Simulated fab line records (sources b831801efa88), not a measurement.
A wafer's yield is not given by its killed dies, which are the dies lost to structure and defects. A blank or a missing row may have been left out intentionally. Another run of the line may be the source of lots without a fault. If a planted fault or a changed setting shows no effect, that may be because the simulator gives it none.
Comparing a struck lot with a sound one    flow sky130    15 steps out of a route of 708
Sound: these wafers, L824.2, L824.3, L824.4. Struck: wafers L831.2, L831.3, L831.6. The cause comes at the end.
For every step that has rows: the tool of each side, followed by ch and its chambers, followed by its first start. Under that, the readings that differ: sound wafers    struck wafers    difference of the means    sigmas: that difference in standard deviations of wafers without a fault.
alike: readings with means less than 2 such deviations apart, plus words and numbers identical on both sides. not compared: withheld readings, readings lacking a value on some wafer, bounds such as >300 that could conceal the same value, and numbers that have no deviation in the record and whose values overlap.
Wherever a step has rows on one side only, a row that says differs or no value, or a row with sigmas, the two part there. When numbers do not overlap yet have no deviation, they are printed without sigmas and do not part them. A reading that every wafer of one side lacks parts them only if that side has two wafers or more.

SKY_LDD_HVN_OVL_MEAS_07:
  sound on overlay-02 at day 22 06:56; struck on overlay-01 at day 24 11:24
  alike: LDD_HVN_OVL
then, 1 step without rows for these wafers: SKY_LDD_HVN_IMPLANT_08.
SKY_LDD_HVN_STRIP_09: strips in O2/N2.
  sound on plasmaAsher-03 ch 0,1, day 22 07:07; struck on plasmaAsher-04 ch 0,1, day 24 11:35
reading                   sound        struck       difference  sigmas
drypumpMotorCurrentA (A)  4.7 4.7 5.9  6.0 6.0 6.5  +1.1        +2
  alike: chamberPressureMTorr, oesProductAu, stripTimeToEndpointS
  not compared: rfHoursCounterH
SKY_LDD_HVN_TW_MEAS_10:
  sound on filmMetro-03 at day 22 07:13; struck on filmMetro-01 at day 24 11:41
  alike: LDD_HVN_TW
then, 7 steps without rows for these wafers: SKY_LDD_HVP_DEHYDRATE_00 (time 60 s); SKY_LDD_HVP_HMDS_01 (prime time 60 s); SKY_LDD_HVP_COAT_02 (resist thk 300 nm); SKY_LDD_HVP_SOFTBAKE_03 (time 60 s); SKY_LDD_HVP_EXPOSE_04 (exposes mask HVPTM, target cd 700 nm); SKY_LDD_HVP_PEB_05; SKY_LDD_HVP_DEVELOP_06 (develop time 60 s).
SKY_LDD_HVP_OVL_MEAS_07:
  sound on overlay-02 at day 23 12:54; struck on overlay-02 at day 25 16:38
  alike: LDD_HVP_OVL
SKY_LDD_HVP_IMPLANT_08:
  sound on implanter-01 ch 0, day 23 12:58; struck on implanter-03, day 25 16:41
  no value came back on the struck wafers for beamEnergyKeV, beamOnS (s); on the sound wafers beamEnergyKeV reads 19.988 19.992 19.996
SKY_LDD_HVP_STRIP_09: strips in O2/N2.
  sound on plasmaAsher-04 ch 0,1, day 23 13:05; struck on plasmaAsher-02 ch 0,1, day 25 16:49
reading                   sound              struck             difference  sigmas
stripTimeToEndpointS (s)  4.164 4.133 4.143  4.111 4.109 4.098  -0.041      -3
  alike: chamberPressureMTorr, drypumpMotorCurrentA, oesProductAu
  not compared: rfHoursCounterH
SKY_LDD_HVP_TW_MEAS_10:
  sound on filmMetro-01 at day 23 13:11; struck on filmMetro-01 at day 25 16:55
reading     sound        struck    difference  sigmas
LDD_HVP_TW  449 447 448  29 29 29  -419        -99 or more

WHERE THEY PART
Earliest at SKY_LDD_HVN_STRIP_09; latest, in this record, at SKY_LDD_HVP_TW_MEAS_10.

WHY: whatever the simulator had introduced
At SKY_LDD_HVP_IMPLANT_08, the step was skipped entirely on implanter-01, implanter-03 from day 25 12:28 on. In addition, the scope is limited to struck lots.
